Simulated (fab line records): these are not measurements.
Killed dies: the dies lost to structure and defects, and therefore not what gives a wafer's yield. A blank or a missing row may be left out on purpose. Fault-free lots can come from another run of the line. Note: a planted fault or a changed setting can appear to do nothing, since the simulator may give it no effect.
A lot that was struck, set against a sound lot :: flow sky130 :: 15 steps out of a route of 708
Sound: these wafers, L191.1, L191.5, L191.6. The struck wafers were L188.1, L188.5, L188.6. The cause is given at the end.
For every step that has rows: the tool of each side, followed by ch and its chambers, followed by its first start. Under that, the readings that differ: sound wafers :: struck wafers :: difference of the means :: sigmas: that difference in standard deviations of wafers without a fault.
alike: words and numbers the same on both sides, and readings whose means are apart by under 2 such deviations; not compared: readings that were withheld, readings missing a value for some wafer, numbers with overlapping values and no deviation given by the record, and bounds like >300 which may hide the same value.
A row with sigmas, a row that says differs or no value, or rows on one side alone: a step with any of these is where the two part. Numbers that have no deviation but don't overlap get no sigmas and don't part them. Lack of a reading on every wafer of one side parts them only where that side has two or more wafers.

SKY_SPACER_THK_MEAS_01:
  sound on film_metro-03, day 26 07:36; struck on film_metro-03, day 25 08:43
  alike: SPACER_CVD_00_THK
SKY_SPACER_ETCHBACK_02: etches Si3N4 in CH3F/O2, stops on SiO2, time 46.7 s, target depth 45 nm.
  sound on rie_diel-03 ch 1,2, day 26 07:40; struck on rie_diel-04 ch 0,1,3, day 25 08:46
  alike: O2_flow_sccm, drypump_motor_current_A, oes_product_au, throttle_valve_pct
  not compared: rf_hours_counter_h
then, 8 steps without rows for these wafers: SKY_POLY_CUT_DEHYDRATE_00 (time 60 s); SKY_POLY_CUT_HMDS_01 (prime time 60 s); SKY_POLY_CUT_COAT_02 (resist thk 60 nm); SKY_POLY_CUT_COAT_03 (resist thk 450 nm); SKY_POLY_CUT_SOFTBAKE_04 (time 90 s); SKY_POLY_CUT_EXPOSE_05 (exposes mask NPCM, target cd 270 nm); SKY_POLY_CUT_PEB_06; SKY_POLY_CUT_DEVELOP_07 (develop time 60 s).
SKY_POLY_CUT_CD_MEAS_08 targets a cd of 270 nm.
  sound on cd_sem-01, day 27 12:45; struck on cd_sem-01, day 26 13:58
  alike: cd_nm
SKY_POLY_CUT_OVL_MEAS_09:
  sound on overlay-01, day 27 12:52; struck on overlay-02, day 26 14:05
  alike: POLY_CUT_OVL
SKY_POLY_CUT_ETCH_10: etches BARC in N2/H2, stops on SiO2, time 45.9 s, target depth 60 nm.
  sound on rie_diel-02 ch 2,3, day 27 12:55; struck on rie_diel-01 ch 0,1,2, day 26 14:07
  no value came back on the struck wafers for any of 5 readings (bias_w (W), chamber_pressure_mTorr (mTorr) and others); on the sound wafers bias_w (W) reads 99.89 100.04 99.92
reading: model.KrF-thick_of_POLY_CUT_COAT_03.thk_nm (nm)
sound: 411 409.5 408.9
struck: 435.4 434.6 436
difference: +25.5
sigmas: 
  not compared: rf_hours_counter_h
SKY_POLY_CUT_ETCH_11: etches Si3N4 in CF4/CH2F2/Ar, stops on poly-Si, time 42.5 s, target depth 60 nm.
  sound on rie_diel-02 ch 2,3, day 27 12:57; struck on rie_diel-01 ch 0,1,2, day 26 14:10
reading: oes_product_au (a.u.)
sound: 0.825 0.822 0.828
struck: 0.372 0.377 0.372
difference: -0.451
sigmas: -74

reading: throttle_valve_pct (%)
sound: 15.007 14.982 14.993
struck: 14.955 14.956 14.940
difference: -0.044
sigmas: -5
  alike: bias_w, cf4_flow_sccm, drypump_motor_current_A, mfc_ar_sccm
  not compared: rf_hours_counter_h
SKY_POLY_CUT_STRIP_12: strips in O2/N2.
  sound on plasma_asher-02 ch 0,1, day 27 12:59; struck on plasma_asher-03 ch 0,1, day 26 14:12
reading: strip_time_to_endpoint_s (s)
sound: 5.390 5.366 5.362
struck: 5.630 5.622 5.633
difference: +0.256
sigmas: +13
  alike: drypump_motor_current_A, oes_product_au
  not compared: rf_hours_counter_h

## WHERE THEY PART
At SKY_POLY_CUT_ETCH_10 first; at SKY_POLY_CUT_STRIP_12 last (within this record only).

WHY: the cause the simulator had injected
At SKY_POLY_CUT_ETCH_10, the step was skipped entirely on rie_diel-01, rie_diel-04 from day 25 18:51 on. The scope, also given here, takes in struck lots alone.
